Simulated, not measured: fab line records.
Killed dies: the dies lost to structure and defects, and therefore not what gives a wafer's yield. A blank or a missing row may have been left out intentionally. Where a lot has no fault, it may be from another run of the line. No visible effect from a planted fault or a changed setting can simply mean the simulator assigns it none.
Which of the tools did it?	flow gf180mcu	14 lots with 42 wafers sampled at 4 steps, on a route of 602 steps

== WHAT EACH GAUGE READ, for each wafer ==
GF_STI_BOW_MEAS_00.
lot	measured	on	INCOMING_BOW (um)
L426	day 1 10:00	film_metro-04	7 -5 -1
L428	day 1 20:00	film_metro-03	3 -11 1
L429	day 2 01:00	film_metro-02	3 -1 3
L431	day 2 11:00	film_metro-04	3 -3 -1
L433	day 2 21:01	film_metro-03	5 -3 -7
L434	day 3 02:00	film_metro-03	2 -2 -11
L435	day 3 07:02	film_metro-02	6 -5 1
L437	day 3 17:00	film_metro-04	-5 10 9
L439	day 4 03:01	film_metro-04	-13 -4 -4
L440	day 4 08:01	film_metro-02	3 3 -8
L442	day 4 18:02	film_metro-02	2 -1 9
L444	day 5 04:01	film_metro-02	2 3 -1
L447	day 5 19:01	film_metro-04	11 1 1
L448	day 6 00:01	film_metro-03	11 -3 0

GF_POLY_GATE_OVL_MEAS_11.
lot	measured	on	POLY_GATE_OVL (nm)
L426	day 9 07:26	overlay-01	-7 -6 -6
L428	day 9 18:50	overlay-01	8 5 1
L429	day 10 09:45	overlay-01	-6 4 -1
L431	day 11 00:47	overlay-01	-5 -6 -5
L433	day 11 17:59	overlay-02	6 9 6
L434	day 11 17:35	overlay-01	-6 -8 -7
L435	day 12 03:26	overlay-01	-11 -16 -13
L437	day 12 20:11	overlay-01	-6 -3 -6
L439	day 13 08:58	overlay-01	-8 -1 -4
L440	day 13 18:08	overlay-02	-1 -3 -6
L442	day 14 05:43	overlay-02	-6 -14 -9
L444	day 15 00:28	overlay-01	-12 -10 -6
L447	day 15 21:08	overlay-01	-8 -7 -7
L448	day 16 05:19	overlay-02	-8 -8 -3

== WHAT TOOL EACH LOT RAN ON (gives the tool, then ch and the chambers of the sampled wafers, and finally the start) ==
lot	GF_MVSD_DEVELOP_06	GF_VT_IMPLANT_RTA_45
L426	litho_track-04 ch 0, day 4 09:00	rtp_anneal-01 ch 0, day 7 13:15
L428	litho_track-02 ch 0, day 4 20:00	rtp_anneal-02 ch 0, day 8 01:01
L429	litho_track-04 ch 0, day 5 03:00	rtp_anneal-01 ch 0, day 8 11:33
L431	litho_track-02 ch 0, day 5 18:00	rtp_anneal-01 ch 0, day 9 05:07
L433	litho_track-02 ch 0, day 6 03:00	rtp_anneal-02 ch 0, day 9 18:11
L434	litho_track-01 ch 0, day 6 06:00	rtp_anneal-02 ch 0, day 9 21:08
L435	litho_track-02 ch 0, day 6 11:00	rtp_anneal-02 ch 0, day 10 04:29
L437	litho_track-04 ch 0, day 7 01:00	rtp_anneal-01 ch 0, day 10 20:26
L439	litho_track-02 ch 0, day 7 10:00	rtp_anneal-02 ch 0, day 11 07:53
L440	litho_track-04 ch 0, day 7 20:00	rtp_anneal-02 ch 0, day 11 19:07
L442	litho_track-04 ch 0, day 8 07:00	rtp_anneal-01 ch 0, day 12 07:20
L444	litho_track-02 ch 0, day 8 22:00	rtp_anneal-02 ch 0, day 13 00:22
L447	litho_track-04 ch 0, day 9 16:00	rtp_anneal-01 ch 0, day 13 20:08
L448	litho_track-02 ch 0, day 9 20:00	rtp_anneal-01 ch 0, day 14 01:03
- GF_MVSD_DEVELOP_06: develop time 60 s.
- GF_VT_IMPLANT_RTA_45: time 30 s.

== WHAT THE TOOLS THEMSELVES READ (means of the sampled wafers that have a number; where no wafer has one, the mark that the record gives instead) ==
GF_MVSD_DEVELOP_06.
lot	tool	chill_plate_temp_C (C)	developer_temp_C (C)
L426	litho_track-04	22.88	22.93
L428	litho_track-02	23.12	23.08
L429	litho_track-04	22.95	22.81
L431	litho_track-02	22.97	23.16
L433	litho_track-02	22.85	22.95
L434	litho_track-01	23.00	22.89
L435	litho_track-02	22.99	22.92
L437	litho_track-04	22.97	22.97
L439	litho_track-02	23.05	23.02
L440	litho_track-04	22.98	23.02
L442	litho_track-04	22.99	22.14
L444	litho_track-02	23.02	23.03
L447	litho_track-04	23.07	22.16
L448	litho_track-02	22.96	22.99

GF_VT_IMPLANT_RTA_45.
lot	tool	lamp_power_pct (%)	wafer_temp_C_max
L426	rtp_anneal-01	31.9	1055.7
L428	rtp_anneal-02	37.0	1055.0
L429	rtp_anneal-01	31.9	1055.7
L431	rtp_anneal-01	31.9	1054.8
L433	rtp_anneal-02	37.0	1054.1
L434	rtp_anneal-02	37.0	1055.2
L435	rtp_anneal-02	37.0	1055.2
L437	rtp_anneal-01	31.9	1055.5
L439	rtp_anneal-02	37.0	1054.9
L440	rtp_anneal-02	37.0	1056.2
L442	rtp_anneal-01	31.9	1056.6
L444	rtp_anneal-02	37.0	1054.5
L447	rtp_anneal-01	31.9	1055.2
L448	rtp_anneal-01	31.9	1056.6

== THE ANSWER, worked out from the rows above alone ==
Rule: the usual values come from the lots themselves. Put in order of their means at a reading, lots are off if they are a third of the lots or fewer, leave a main group of 4 or more, and stand apart from it by a gap of 3 or more times the standard deviation of the main group's means; of several such gaps the widest counts. Not used: any main group whose means are identical at the precision the tables above print for the reading. Also off: a lot with no number at a reading for which 4 or more lots have one. Any other lot the step has rows for is counted as sound. First the gauges in route order, then the tools' own readings, where a lot's mean is used as printed above. The first step at which some lot is off is used, and at that step the reading that is off furthest; a lot without a number counts as furthest.
Off: L442, L447, at GF_MVSD_DEVELOP_06 (developer_temp_C). The main group has a mean of 22.98 C with a standard deviation of 0.088.
If a tool, at that step or one of the process steps before it, ran each lot that is off and ran no sound lot following the first of them, it fits. One fits: litho_track-04 at GF_MVSD_DEVELOP_06. Its last sound lot is L440 (day 7 20:00), its first lot that is off L442 (day 8 07:00): a fault that began between those two fits.
The tool's own readings at GF_MVSD_DEVELOP_06 bear it out: on the lots that are off they differ by more than 5 times the standard deviation of the sound lots' means. developer_temp_C reads 22.15 C there against 22.98 C on the sound lots.

== WHAT THE SIMULATOR HAD INSERTED ==
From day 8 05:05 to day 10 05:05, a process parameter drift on litho_track-04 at GF_MVSD_DEVELOP_06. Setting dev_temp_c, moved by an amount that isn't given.
Shown lots that were struck: L442, L447. The same result came from the rule above.
